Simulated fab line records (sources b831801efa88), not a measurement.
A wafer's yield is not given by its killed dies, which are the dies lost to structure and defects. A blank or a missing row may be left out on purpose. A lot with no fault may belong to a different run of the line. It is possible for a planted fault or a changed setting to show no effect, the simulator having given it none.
Which tool did it? -- flow gf180mcu -- Sampling: 14 lots, 42 wafers, 3 of 602 route steps

== WHAT THE GAUGES SHOWED, per wafer ==
GF_POLY_GATE_CD_MEAS_10: target cd 280 nm.
lot,measured,on,cd nm (nm)
L204,day 9 02:22,cd sem-02,279.8 277.2 278.4
L206,day 9 17:40,cd sem-01,280.2 281.3 281.5
L207,day 10 01:06,cd sem-01,279.2 280.6 280.1
L208,day 10 07:08,cd sem-01,279.8 278.1 277.7
L209,day 10 14:25,cd sem-01,280.9 280.7 281.1
L210,day 10 21:02,cd sem-01,279.6 280.0 279.3
L212,day 11 14:25,cd sem-01,281.6 280.8 281.9
L213,day 12 02:25,cd sem-01,280.5 281.7 280.7
L217,day 13 01:39,cd sem-02,281.0 280.5 280.7
L219,day 13 22:53,cd sem-01,280.0 280.7 280.5
L223,day 15 00:11,cd sem-02,280.2 280.0 279.7
L225,day 15 19:57,cd sem-02,280.1 279.0 279.2
L226,day 15 20:19,cd sem-01,278.8 279.9 279.6
L227,day 16 00:51,cd sem-02,281.7 282.8 281.9

GF_HV_LDD_CD_MEAS_31: target cd 400 nm.
lot,measured,on,cd nm (nm)
L204,day 11 09:37,cd sem-01,394.2 397.0 395.1
L206,day 12 03:52,cd sem-01,397.1 397.4 396.0
L207,day 12 11:36,cd sem-02,397.4 397.8 396.1
L208,day 12 17:58,cd sem-01,393.2 395.7 395.3
L209,day 13 01:37,cd sem-01,393.8 395.3 394.3
L210,day 13 09:43,cd sem-02,393.8 393.8 395.3
L212,day 14 04:07,cd sem-01,393.4 392.9 391.5
L213,day 14 18:23,cd sem-02,392.2 389.8 392.0
L217,day 15 18:37,cd sem-02,394.5 395.0 395.0
L219,day 16 19:35,cd sem-01,396.0 396.5 396.7
L223,day 17 22:56,cd sem-02,396.8 398.6 397.9
L225,day 18 18:37,cd sem-02,395.0 392.8 393.8
L226,day 18 21:13,cd sem-02,397.3 397.1 396.1
L227,day 19 00:47,cd sem-01,394.6 395.2 395.8

== WHAT TOOL EACH LOT RAN ON (gives the tool, then ch and the chambers of the sampled wafers, and finally the start) ==
lot,GF_VT_IMPLANT_RTA_45
L204,"rtp anneal-01 ch 0, day 7 10:46"
L206,"rtp anneal-01 ch 0, day 8 01:37"
L207,"rtp anneal-02 ch 0, day 8 09:01"
L208,"rtp anneal-01 ch 0, day 8 15:29"
L209,"rtp anneal-02 ch 0, day 8 20:47"
L210,"rtp anneal-01 ch 0, day 9 03:44"
L212,"rtp anneal-01 ch 0, day 9 21:25"
L213,"rtp anneal-02 ch 0, day 10 07:27"
L217,"rtp anneal-01 ch 0, day 11 06:21"
L219,"rtp anneal-02 ch 0, day 11 23:14"
L223,"rtp anneal-02 ch 0, day 12 20:58"
L225,"rtp anneal-01 ch 0, day 13 18:45"
L226,"rtp anneal-02 ch 0, day 13 19:44"
L227,"rtp anneal-01 ch 0, day 13 23:31"
- GF_VT_IMPLANT_RTA_45: time 30 s.

== AS READ BY THE TOOLS THEMSELVES (means over the sampled wafers that have a number; for cases with no such wafer, the mark the record gives instead) ==
GF_VT_IMPLANT_RTA_45.
lot,tool,anneal temp c max,lamp power pct (%),wafer_temp_C_max
L204,rtp anneal-01,1054.9,38,1056.0
L206,rtp anneal-01,1054.2,38,1057.4
L207,rtp anneal-02,1053.8,31,1056.9
L208,rtp anneal-01,1054.8,38,1055.7
L209,rtp anneal-02,1053.7,31,1057.1
L210,rtp anneal-01,1055.5,38,1055.6
L212,rtp anneal-01,1054.6,38,1055.6
L213,rtp anneal-02,1054.0,31,1058.0
L217,rtp anneal-01,1055.0,38,1057.1
L219,rtp anneal-02,1053.3,31,1057.0
L223,rtp anneal-02,1053.2,31,1057.6
L225,rtp anneal-01,1055.3,38,1058.0
L226,rtp anneal-02,1053.6,31,1057.2
L227,rtp anneal-01,1055.0,38,1056.8

== THE ANSWER, worked out from the rows above alone ==
Rule: the usual values come from the lots themselves. Put in order of their means at a reading, lots are off if they are a third of the lots or fewer, leave a main group of 4 or more, and stand apart from it by a gap of 3 or more times the standard deviation of the main group's means; of several such gaps the widest counts. If all means in a main group match to the digits the tables above print for the reading, that group is not used. A lot without any number at a reading at which 4 lots or more have one is off too. Any other lot the step has rows for is counted as sound. The gauges are gone through in route order, then the tools' own readings, and for those a lot's mean is taken as printed above. The first step at which some lot is off is used, and at that step the reading that is off furthest; a lot without a number counts as furthest.
No lot is off on any of the readings shown, so nothing can be concluded from this.

== WHAT THE SIMULATOR HAD PUT IN ==
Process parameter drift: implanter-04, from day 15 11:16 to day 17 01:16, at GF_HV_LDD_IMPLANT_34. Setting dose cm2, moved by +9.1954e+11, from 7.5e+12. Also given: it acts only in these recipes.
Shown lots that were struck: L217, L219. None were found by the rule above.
